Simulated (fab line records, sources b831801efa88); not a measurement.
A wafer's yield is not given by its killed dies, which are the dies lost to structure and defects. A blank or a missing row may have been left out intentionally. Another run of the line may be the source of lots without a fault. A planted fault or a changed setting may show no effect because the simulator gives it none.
A lot that was struck, set against a sound lot | flow sky130 | 43 steps out of a route of 708
Sound: wafers L223.2, L223.3, L223.4. Struck: wafers L228.2, L228.5, L228.6. The cause is given at the end.
Per side, at each step with rows, come the tool, then ch with its chambers, and then its first start. Under that, the readings that differ: sound wafers | struck wafers | difference of the means | sigmas: that difference in standard deviations of wafers without a fault.
alike: readings with means less than 2 such deviations apart, plus words and numbers identical on both sides. not compared: withheld readings, readings lacking a value on some wafer, bounds such as >300 that could conceal the same value, and numbers that have no deviation in the record and whose values overlap.
The two part at a step that has a row with sigmas, a row that says differs or no value, or rows on one side only. Non-overlapping numbers with no deviation appear without sigmas and do not part them. A reading that every wafer of one side lacks parts them only if that side has two wafers or more.

first, 3 steps without rows for these wafers: SKY_VIA2_STRIP_17 (strips in post etch residue remover, time 1200 s); SKY_VIA2_CLEAN_18 (cleans in IPA, time 180 s); SKY_VIA2_CLEAN_19 (cleans in O3/DIW).
SKY_VIA2_SPUTTER_20: material TiN, target thk 20 nm, time 80 s.
  sound on pvd sputter-01, day 36 19:59; struck on pvd sputter-03, day 38 01:52
  alike: throttle valve pct
then, 1 step without rows for these wafers: SKY_VIA2_CVD_21 (deposits W, target thk 420 nm, time 126.4 s).
SKY_VIA2_RS_MEAS_22: uses a four-point probe to measure.
  sound on film metro-04, day 36 20:12; struck on film metro-02, day 38 02:04
  alike: VIA2_W_RS
SKY_VIA2_THK_MEAS_23: measures by xrf.
  sound on film metro-04, day 36 20:19; struck on film metro-02, day 38 02:11
  reading         | sound       | struck      | difference | sigmas
  VIA2_W_THK (nm) | 421 426 425 | 449 438 442 | +19        | +2
SKY_VIA2_CMP_24: polishes, stops on SiO2, t overpolish 20 s, target thk 0 nm.
  sound on cmp-01 ch 0,1,3, day 36 20:22; struck on cmp-01 ch 0,2,3, day 38 02:20
  alike: motor current A, overpolish run s, time to endpoint s
SKY_METAL3_SPUTTER_00: material Ti, target thk 15 nm, time 10 s.
  sound on pvd sputter-01, day 36 20:40; struck on pvd sputter-03, day 38 02:32
  alike: throttle valve pct
then, 1 step without rows for these wafers: SKY_METAL3_SPUTTER_01 (material TiN, target thk 20 nm, time 16.7 s).
SKY_METAL3_SPUTTER_02: material AlCu, target thk 735 nm, time 39.1 s.
  sound on pvd sputter-01, day 36 20:43; struck on pvd sputter-03, day 38 02:35
  alike: throttle valve pct
then, 1 step without rows for these wafers: SKY_METAL3_SPUTTER_03 (material Ti, target thk 5 nm, time 3.3 s).
SKY_METAL3_SPUTTER_04: material TiN, target thk 70 nm, time 58.3 s.
  sound on pvd sputter-01, day 36 20:46; struck on pvd sputter-03, day 38 02:38
  alike: throttle valve pct
then, 1 step without rows for these wafers: SKY_CAPM_CVD_00 (deposits SiO2, target thk 15.5 nm).
SKY_CAPM_THK_MEAS_01:
  sound on film metro-01, day 36 20:51; struck on film metro-03, day 38 02:43
  alike: CAPM_CVD_00_THK
then, 1 step without rows for these wafers: SKY_CAPM_SPUTTER_02 (material TiN, target thk 200 nm, time 166.7 s).
SKY_CAPM_RS_MEAS_03: uses a four-point probe to measure.
  sound on film metro-03, day 36 21:02; struck on film metro-03, day 38 02:53
  alike: CAPM_TIN_RS
SKY_CAPM_THK_MEAS_04: measures by xrf.
  sound on film metro-03, day 36 21:08; struck on film metro-03, day 38 03:00
  alike: CAPM_TIN_THK
then, 7 steps without rows for these wafers: SKY_CAPM_DEHYDRATE_05 (time 60 s); SKY_CAPM_HMDS_06 (prime time 60 s); SKY_CAPM_COAT_07 (resist thk 1140 nm); SKY_CAPM_SOFTBAKE_08 (time 60 s); SKY_CAPM_EXPOSE_09 (exposes mask CAPM, target cd 1000 nm); SKY_CAPM_PEB_10; SKY_CAPM_DEVELOP_11 (develop time 60 s).
SKY_CAPM_OVL_MEAS_12:
  sound on overlay-01, day 37 23:32; struck on overlay-02, day 39 04:49
  alike: CAPM_OVL
SKY_CAPM_METAL_ETCH_13: etches TiN in Cl2/BCl3, stops on SiO2, target depth 220 nm, time 62.9 s.
  sound on rie metal-04 ch 0,1, day 37 23:34; struck on rie metal-04 ch 1, day 39 04:52
  alike: bias w, drypump motor current A, oes product au, throttle valve pct
  not compared: rf hours counter h
then, 12 steps without rows for these wafers: SKY_CAPM_STRIP_14 (strips in O2/N2); SKY_CAPM_STRIP_15 (strips in post etch residue remover, time 1200 s); SKY_CAPM_CLEAN_16 (cleans in IPA, time 180 s); SKY_CAPM_CLEAN_17 (cleans in O3/DIW); SKY_METAL3_DEHYDRATE_05 (time 60 s); SKY_METAL3_HMDS_06 (prime time 60 s); SKY_METAL3_COAT_07 (resist thk 60 nm); SKY_METAL3_COAT_08 (resist thk 1140 nm); SKY_METAL3_SOFTBAKE_09 (time 90 s); SKY_METAL3_EXPOSE_10 (exposes mask MM3, target cd 300 nm); SKY_METAL3_PEB_11; SKY_METAL3_DEVELOP_12 (develop time 60 s).
SKY_METAL3_CD_MEAS_13: the cd target is 300 nm.
  sound on cd sem-02, day 39 02:38; struck on cd sem-02, day 40 06:13
  alike: cd nm
SKY_METAL3_OVL_MEAS_14:
  sound on overlay-02, day 39 02:44; struck on overlay-02, day 40 06:19
  alike: METAL3_OVL
then, 1 step without rows for these wafers: SKY_METAL3_DESCUM_15 (chemistry O2, time 8 s).
-- the record jumps here: 7 days lie between the struck wafers' starts before and after (it left off in module METAL3 and takes up again in module PAD_OPEN, whose first step shown is number 708 of the route) --
SKY_PAD_OPEN_PROBE_99:
  sound on prober-02, day 46 04:35; struck on prober-02, day 47 04:47
  reading                               | sound              | struck            | difference | sigmas
  defect limited yield (%)              | 82.7 81.9 80.7     | 68.9 72.6 67.7    | -12.0      | -6
  killed_at_M0_to_M3                    | 40 51 42           | 111 104 109       | +64        | +9
  killed dies                           | 85 89 95           | 153 135 159       | +59        | +6
  sort_bin_3_pad_short (%)              | 0.4 0.8 1.0        | 5.9 5.7 5.5       | +5.0       | +11
  sort_bin_5_function (%)               | 11.2 10.8 9.3      | 19.1 16.5 17.9    | +7.4       | +5
  sort n pass                           | 407 403 397        | 339 357 333       | -59        | -6
  sort yield pct (%)                    | 82.7 81.9 80.7     | 68.9 72.6 67.7    | -12.0      | -6
  model.etest.tester.sort n pass        | 407 403 397        | 339 357 333       | -59        |
  model.etest.tester.sort yield pct (%) | 82.72 81.91 80.69  | 68.9 72.56 67.68  | -12.1      |
  model.etest.tester.sort_bin_5_pct (%) | 11.18 10.77 9.35   | 19.11 16.46 17.89 | +7.39      |
  model.etest.tester.sort_bin_3_pct (%) | 0.4065 0.813 1.016 | 5.894 5.691 5.488 | +4.946     |
  alike: killed_at_M4_up, killed at contacts, killed at front end, killed at other, killed open, killed short, sort_bin_6_memory

WHERE THEY PART
At SKY_VIA2_THK_MEAS_23 first; at SKY_PAD_OPEN_PROBE_99 last (within this record only).

WHY: the cause the simulator had injected
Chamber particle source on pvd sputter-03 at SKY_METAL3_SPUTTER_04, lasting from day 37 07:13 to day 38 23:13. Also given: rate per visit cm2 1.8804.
